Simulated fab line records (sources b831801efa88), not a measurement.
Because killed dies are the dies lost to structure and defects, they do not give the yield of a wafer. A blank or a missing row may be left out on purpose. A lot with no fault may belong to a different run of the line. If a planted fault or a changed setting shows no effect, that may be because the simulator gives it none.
Chamber matching -- flow sky130 -- 4 sister chambers for SKY_VIA2_CMP_24 on cmp-01
The step polishes, stops on SiO2, t overpolish 20 s, target thk 0 nm. 27 wafers are shown with their chamber, then 12 later ones without.

WAFERS PAIRED WITH THEIR CHAMBERS
wafer,chamber,motor_current_A (A),overpolish_run_s (s),time_to_endpoint_s (s)
L074.1,0,12.0,19.983,96
L074.4,3,12.1,20.000,93
L074.6,2,13.3,19.982,96
L075.3,2,12.3,19.996,97
L075.5,0,11.8,20.007,102
L075.6,1,10.3,19.995,104
L076.4,2,13.0,20.017,105
L076.5,3,11.8,19.989,102
L076.6,0,11.2,20.005,111
L078.2,3,11.2,19.987,107
L078.5,0,12.1,20.000,100
L078.6,1,10.2,20.000,101
L080.1,3,12.0,19.996,102
L080.3,2,12.7,20.000,99
L080.5,3,11.4,20.007,103
L081.1,0,12.0,20.000,105
L081.4,3,11.5,20.006,111
L081.5,0,11.6,20.010,105
L082.1,3,11.2,20.008,103
L082.5,2,13.2,19.990,105
L082.6,3,11.3,20.006,107
L084.2,2,12.6,19.988,107
L084.5,1,10.3,20.006,103
L084.6,2,12.5,19.996,107
L086.4,1,10.4,20.009,111
L086.5,0,12.7,20.012,102
L086.6,3,11.1,20.001,110

SIGNATURES (means of the wafers above)
reading,chamber 0,chamber 1,chamber 2,chamber 3,scatter within a chamber
motor_current_A,11.914,10.300,12.800,11.511,0.375
overpolish_run_s,20.00243,20.00250,19.99557,20.00000,0.00915
time_to_endpoint_s,103.00,104.75,102.29,104.22,4.93
Rule: a wafer lies at a distance from a chamber equal to the root of the sum of squares, over the readings, of (its reading less the chamber's mean, divided by the reading's scatter). The wafer belongs to the nearest chamber; if the next one is less than 2 further off, it can't be placed. The scatter: take each reading less its chamber's mean, square it, sum over the shown wafers, divide by the number of wafers less the number of chambers, and take the root.

WAFERS WITHOUT THEIR CHAMBER
wafer,motor_current_A (A),overpolish_run_s (s),time_to_endpoint_s (s)
L088.2,12.0,19.993,101
L088.5,11.3,19.992,104
L088.6,11.9,19.996,99
L090.1,10.8,19.999,107
L090.2,12.4,19.999,106
L090.4,11.5,19.999,107
L091.4,11.9,20.011,102
L091.5,10.8,20.000,99
L091.6,13.1,20.004,103
L092.2,11.9,19.994,99
L092.5,10.8,20.009,102
L092.6,12.2,19.997,97

THE CHAMBER EACH PASSED THROUGH
wafer,from the rows above,in truth
L088.2,can't be placed: 0 or 3 or 2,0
L088.5,can't be placed: 3 or 0 or 1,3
L088.6,can't be placed: 0 or 3 or 2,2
L090.1,can't be placed: 1 or 3 or 0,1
L090.2,can't be placed: 2 or 0 or 3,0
L090.4,can't be placed: 3 or 0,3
L091.4,can't be placed: 0 or 3 or 2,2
L091.5,can't be placed: 1 or 3 or 0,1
L091.6,can't be placed: 2 or 0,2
L092.2,can't be placed: 0 or 3 or 2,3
L092.5,can't be placed: 1 or 3 or 0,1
L092.6,can't be placed: 0 or 2 or 3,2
Correctly placed: 0 of 12. These rows do not allow placing 12 (true chamber among the candidates in 12). 0 placed wrongly.
